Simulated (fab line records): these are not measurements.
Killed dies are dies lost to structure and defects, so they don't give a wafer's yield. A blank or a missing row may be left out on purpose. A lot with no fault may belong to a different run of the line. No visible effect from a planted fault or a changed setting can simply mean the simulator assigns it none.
Problem report in the 8D (eight disciplines) form, filled by code | flow gf180mcu | the parts of the form that need people (team, actions taken, sign-off) are left out

1. WHAT WENT WRONG
At GF_NSD_IMPLANT_09, dose_ions_cm2 averages 4e+15 over 6 wafers from 2 lots, while fault-free wafers read 4e+15, standard deviation 4.5e+12. That is +42 standard deviations from the usual mean.
The first sign was on wafer L936.1 at day 16 19:30, on implanter-02. The record holds 36 wafers of 12 lots with a number at this step. Rule for "out", or "out of limits": more than 4 standard deviations from the usual mean. The other wafers with a number count as sound.

2. WHAT IT IS; WHAT IT IS NOT
question                    | is                     | is not
which readings at this step | dose_ions_cm2          | beam_energy_keV, tilt_deg
which lots                  | L936, L937             | L924, L931, L933, L934, L935, L938, L943, L945, L946, L947
which wafers of those lots  | all that have a number | -
read on which tools         | implanter-02           | implanter-03, implanter-04
when                        | from day 16 19:30      | up to then (15 sound wafers); but 15 sound wafers of L938, L943, L945, L946, L947 came after

3. SUSPECTS, AND WHAT RULES EACH OUT
Counting: a tool at any process step up to the reading remains a suspect when it ran all the lots that are out and ran no sound lot after the first of those.
- implanter-02 at GF_NSD_IMPLANT_09: ruled out as a lasting fault. Sound lots L945 ran on it after its first lot that is out, L936 (day 16 19:30).
Left after counting: nothing in the record.

4. THE CAUSE (what the simulator had put in)
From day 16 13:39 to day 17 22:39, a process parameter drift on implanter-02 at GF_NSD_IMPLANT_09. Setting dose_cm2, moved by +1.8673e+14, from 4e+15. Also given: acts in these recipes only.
Counting ruled it out, wrongly.

5. THE CHAIN OF EFFECTS, in route order
Rows list readings where the struck wafers' mean (over those with a number) sits beyond 3 standard deviations from the usual. Only readings for which the record gives a usual standard deviation are gone through. hours: the time from each lot's start at the first step in this table that gives one to its start at this step, as a median over the lots. sigmas: the change in usual standard deviations.
hours | step              | reading                  | usual   | on struck wafers | change | sigmas
0     | GF_NSD_IMPLANT_09 | dose_ions_cm2            | 4e+15   | 4e+15            | +2e+14 | +42
0     | GF_NSD_STRIP_11   | strip_time_to_endpoint_s | 22.80 s | 22.94            | +0.14  | +3.1
The process steps in it:
- GF_NSD_IMPLANT_09
- GF_NSD_STRIP_11: strips in O2/N2.
Later steps that measure or inspect, where all struck wafers having a row at the step show a number for every such reading and not one has moved that far: GF_PSD_RS_MEAS_14.

6. WHAT WOULD HAVE CAUGHT IT SOONER
In this record no reading fell out of limits until day 16 19:30, 6 hours after the fault had begun at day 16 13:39.
